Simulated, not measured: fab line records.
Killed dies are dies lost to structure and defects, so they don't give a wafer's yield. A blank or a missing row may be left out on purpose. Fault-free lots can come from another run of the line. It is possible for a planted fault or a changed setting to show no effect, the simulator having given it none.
Matching of chambers -- flow sky130 -- 3 sister chambers for SKY_CAPM_CVD_00 on pecvd-02
The step deposits SiO2, target thk 15.5 nm. 16 wafers are shown with their chamber, then 8 later ones without.

## WAFERS, EACH WITH ITS CHAMBER
wafer,chamber,heater_power_w (W)
L082.1,1,662
L082.2,2,754
L082.5,1,692
L086.2,1,813
L086.3,0,504
L086.4,1,787
L087.4,2,723
L087.5,1,775
L087.6,0,546
L093.1,0,482
L093.2,2,749
L093.5,1,790
L095.1,0,566
L095.2,2,768
L095.3,1,760
L095.4,0,576

SIGNATURES, as means of the wafers listed above
reading,chamber 0,chamber 1,chamber 2,scatter within a chamber
heater_power_w,534.80,754.14,748.50,44.9
Rule: a wafer's distance from a chamber is the root of the sum, over the readings, of the square of ((its reading less the chamber's mean) divided by the reading's scatter). The wafer belongs to the nearest chamber; if the next one is less than 2 further off, it can't be placed. The scatter is the square root of a quotient: the sum, over the shown wafers, of each reading's squared deviation from its chamber's mean, divided by wafers minus chambers.

## WAFERS WITHOUT THEIR CHAMBER
wafer,heater_power_w (W)
L095.5,782
L095.6,753
L097.1,719
L097.2,799
L097.3,578
L097.4,742
L097.5,778
L097.6,563

## THE CHAMBER EACH PASSED THROUGH
wafer,from the rows above,in truth
L095.5,can't be placed: 1 or 2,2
L095.6,can't be placed: 1 or 2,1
L097.1,can't be placed: 2 or 1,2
L097.2,can't be placed: 1 or 2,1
L097.3,0,0
L097.4,can't be placed: 2 or 1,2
L097.5,can't be placed: 1 or 2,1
L097.6,0,0
2 of 8 placed correctly. Not placeable from these rows: 6 (in 6, the candidates include the true chamber). Placed wrongly: 0.
